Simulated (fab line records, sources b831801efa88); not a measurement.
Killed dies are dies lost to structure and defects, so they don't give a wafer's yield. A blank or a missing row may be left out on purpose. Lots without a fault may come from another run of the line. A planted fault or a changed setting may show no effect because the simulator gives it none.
Chamber matching | flow sky130 | SKY_VIA3_HDPCVD_00 on hdpcvd-02: 3 sister chambers
The step deposits SiO2, target thk 1635 nm, time 272.5 s. 6 wafers are shown with their chamber, then 9 later ones without.

WAFERS WITH THEIR CHAMBER
wafer  | chamber | run_length_s (s)
L551.1 | 1       | 299.6
L551.3 | 0       | 300.1
L551.6 | 1       | 299.3
L553.1 | 2       | 300.0
L553.2 | 0       | 300.2
L553.4 | 2       | 300.6

WAFERS WITHOUT THEIR CHAMBER
wafer  | run_length_s (s)
L556.3 | 300.2
L556.4 | 300.3
L556.6 | 299.7
L557.1 | 300.1
L557.4 | 300.1
L557.6 | 300.4
L558.1 | 300.4
L558.3 | 300.3
L558.6 | 300.8

WHICH CHAMBER EACH WENT THROUGH
wafer  | from the rows above          | in truth
L556.3 | can't be placed: 0 or 2      | 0
L556.4 | can't be placed: 2 or 0      | 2
L556.6 | can't be placed: 1 or 0 or 2 | 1
L557.1 | can't be placed: 0 or 2      | 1
L557.4 | can't be placed: 0 or 2      | 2
L557.6 | can't be placed: 2 or 0      | 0
L558.1 | can't be placed: 2 or 0      | 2
L558.3 | can't be placed: 2 or 0      | 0
L558.6 | can't be placed: 2 or 0      | 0
Placed correctly: 0 of 9. Can't be placed from these rows: 9 (the true chamber is among the candidates in 8). Placed wrongly: 0.
How it was worked out, from the rows above alone: a wafer's distance from a chamber is the root of the sum, over the readings, of the square of ((its reading less the chamber's mean) divided by the reading's scatter). The wafer belongs to the nearest chamber; if the next one is less than 2 further off, it can't be placed. A chamber's mean is the mean of its shown wafers. The scatter: the root of (the sum of the squares of (reading less its chamber's mean) over the shown wafers, divided by (wafers less chambers)).
